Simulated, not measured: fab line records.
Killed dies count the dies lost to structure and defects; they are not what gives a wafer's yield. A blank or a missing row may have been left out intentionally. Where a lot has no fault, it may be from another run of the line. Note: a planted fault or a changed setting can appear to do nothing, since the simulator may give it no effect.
Matching of chambers | flow gf180mcu | 3 sister chambers for GF_PASSIVATION_CVD_00 on pecvd-03
The step deposits SiO2 from TEOS, target thk 1000 nm, time 111.95 s. 6 wafers are shown with their chamber, then 8 later ones without.

== WAFERS, EACH WITH ITS CHAMBER ==
wafer  | chamber | heaterPowerW (W)
L082.4 | 1       | 796
L083.5 | 1       | 813
L088.3 | 2       | 681
L088.5 | 0       | 764
L088.6 | 2       | 552
L089.1 | 0       | 703

== WAFERS WITHOUT THEIR CHAMBER ==
wafer  | heaterPowerW (W)
L089.2 | 707
L089.4 | 789
L095.1 | 861
L095.3 | 638
L095.5 | 685
L096.1 | 835
L096.2 | 625
L096.4 | 670

== WHICH CHAMBER EACH WENT THROUGH ==
wafer  | from the rows above          | in truth
L089.2 | can't be placed: 0 or 2 or 1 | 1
L089.4 | can't be placed: 1 or 0      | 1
L095.1 | can't be placed: 1 or 0      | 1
L095.3 | can't be placed: 2 or 0      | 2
L095.5 | can't be placed: 0 or 2 or 1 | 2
L096.1 | can't be placed: 1 or 0      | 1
L096.2 | can't be placed: 2 or 0      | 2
L096.4 | can't be placed: 2 or 0 or 1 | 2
Placed correctly: 0 of 8. These rows do not allow placing 8 (true chamber among the candidates in 8). Placed wrongly: 0.
How it was worked out, from the rows above alone: a wafer's distance from a chamber is the root of the sum, over the readings, of the square of ((its reading less the chamber's mean) divided by the reading's scatter). If the next closest chamber is less than 2 further off than the closest, the wafer can't be placed; otherwise it belongs to the closest. For every chamber, the mean is computed from those of its wafers that are shown. The scatter: the root of (the sum of the squares of (reading less its chamber's mean) over the shown wafers, divided by (wafers less chambers)).
